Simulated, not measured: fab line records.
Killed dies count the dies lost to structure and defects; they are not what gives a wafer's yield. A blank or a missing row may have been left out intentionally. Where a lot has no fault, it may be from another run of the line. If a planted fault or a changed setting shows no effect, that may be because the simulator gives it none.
A lot that was struck, set against a sound lot -- flow sky130 -- 14 out of 708 route steps
Sound: these wafers, L297.2, L297.3, L297.6. Wafers struck: L292.2, L292.4, L292.6. Last of all comes the cause.
Per side, at each step with rows, come the tool, then ch with its chambers, and then its first start. Under that, the readings that differ: sound wafers -- struck wafers -- difference of the means -- sigmas: that difference in standard deviations of wafers without a fault.
alike: readings whose means differ by less than 2 such deviations, and words and numbers that are the same on both sides. not compared: withheld readings, readings that some wafer has no value for, bounds like >300 that may hide the same value, and numbers for which the record gives no deviation and whose values overlap.
The two part at a step that has a row with sigmas, a row that says differs or no value, or rows on one side only. Numbers that have no deviation but don't overlap get no sigmas and don't part them. A reading that every wafer of one side lacks parts them only if that side has two wafers or more.

SKY_LI_CONTACT_CD_MEAS_12 targets a cd of 170 nm.
  struck on cd-sem-02, day 34 04:38; sound on cd-sem-02, day 35 04:29
  alike: cd-nm
SKY_LI_CONTACT_OVL_MEAS_13:
  struck on overlay-01, day 34 04:44; sound on overlay-01, day 35 04:35
reading,sound,struck,difference,sigmas
LI_CONTACT_OVL (nm),1 2 2,-11 -7 -10,-11,-2
SKY_LI_CONTACT_ETCH_14: etches BARC in N2/H2, stops on SiO2, time 45.9 s, target depth 60 nm.
  sound on rie-diel-01 ch 1,2, day 35 04:37; struck on rie-diel-03 ch 1,3, day 34 04:46
  alike: drypump-motor-current-A, oes-product-au, throttle-valve-pct
  not compared: rf-hours-counter-h
then, 1 step without rows for these wafers: SKY_LI_CONTACT_ETCH_15 (etches PSG in C4F8/O2/Ar, stops on Si, target depth 600 nm).
SKY_LI_CONTACT_STRIP_16: strips in O2/N2.
  sound on plasma-asher-01 ch 0,1, day 35 04:45; struck on plasma-asher-04 ch 0,1, day 34 04:53
  alike: drypump-motor-current-A, oes-product-au, strip-time-to-endpoint-s
  not compared: rf-hours-counter-h
then, 2 steps without rows for these wafers: SKY_LI_CONTACT_CLEAN_17 (cleans in NMP, time 600 s); SKY_LI_CONTACT_PRE_CLEAN_18 (time 5.6 s).
SKY_LI_CONTACT_SPUTTER_19: material Ti, target thk 20 nm, time 106.37 s.
  struck on pvd-sputter-03, day 34 05:12; sound on pvd-sputter-02, day 35 05:04
  alike: throttle-valve-pct
SKY_LI_CONTACT_SPUTTER_20: material TiN, target thk 20 nm, time 80 s.
  struck on pvd-sputter-03, day 34 05:17; sound on pvd-sputter-02, day 35 05:08
  alike: throttle-valve-pct
SKY_LI_CONTACT_CVD_21: deposits W, target thk 400 nm, time 120.56 s.
  sound on cvd-w-02 ch 0, day 35 05:12; struck on cvd-w-01 ch 0, day 34 05:20
reading,sound,struck,difference,sigmas
heater-power-w (W),1008 1019 982,881 862 867,-133,-2
SKY_LI_CONTACT_RS_MEAS_22: the measuring method here is four-point-probe.
  struck on film-metro-04, day 34 05:29; sound on film-metro-04, day 35 05:20
  alike: LI_CONTACT_W_RS
SKY_LI_CONTACT_THK_MEAS_23: measures by xrf.
  struck on film-metro-04, day 34 05:36; sound on film-metro-04, day 35 05:27
reading,sound,struck,difference,sigmas
LI_CONTACT_W_THK (nm),405 401 397,414 415 411,+12,+2
SKY_LI_CONTACT_CMP_24: polishes, stops on PSG, t overpolish 20 s, target thk 0 nm.
  sound on cmp-01 ch 1,2,3, day 35 05:30; struck on cmp-01 ch 0,1,2, day 34 05:39
  no value came back on the struck wafers for any of 7 readings (edge-zone-pressure-frac, head-pressure-psi (psi) and others); on the sound wafers edge-zone-pressure-frac reads 1.004 1.004 1.003
reading,sound,struck,difference,sigmas
model.W_of_LI_CONTACT_CVD_21.thk-nm (nm),0 0 0,401.6 403.2 398.6,+401.1,
model.PSG_of_LI_CONTACT_HDPCVD_00.thk-nm (nm),588.7 588.5 589.4,590.6 591.1 590.4,+1.8,
-- here the record skips 15 days between the struck wafers' starts before and after, leaving off in module LI_CONTACT and picking up in module PAD_OPEN (first step shown: number 708 of the route) --
SKY_PAD_OPEN_PROBE_99:
  struck on prober-01, day 49 10:56; sound on prober-02, day 50 03:21
reading,sound,struck,difference,sigmas
killed-at-contacts,24 23 20,426 428 435,+407,+87
killed-dies,89 86 82,492 492 492,+406,+41
killed-on-rim,20 26 11,96 96 96,+77,+20
  alike: killed_at_M0_to_M3, killed_at_M4_up, killed-at-front-end, killed-at-other, killed-open, killed-short

== WHERE THEY PART ==
First at SKY_LI_CONTACT_OVL_MEAS_13; last, within this record, at SKY_PAD_OPEN_PROBE_99.

WHY: whatever the simulator had introduced
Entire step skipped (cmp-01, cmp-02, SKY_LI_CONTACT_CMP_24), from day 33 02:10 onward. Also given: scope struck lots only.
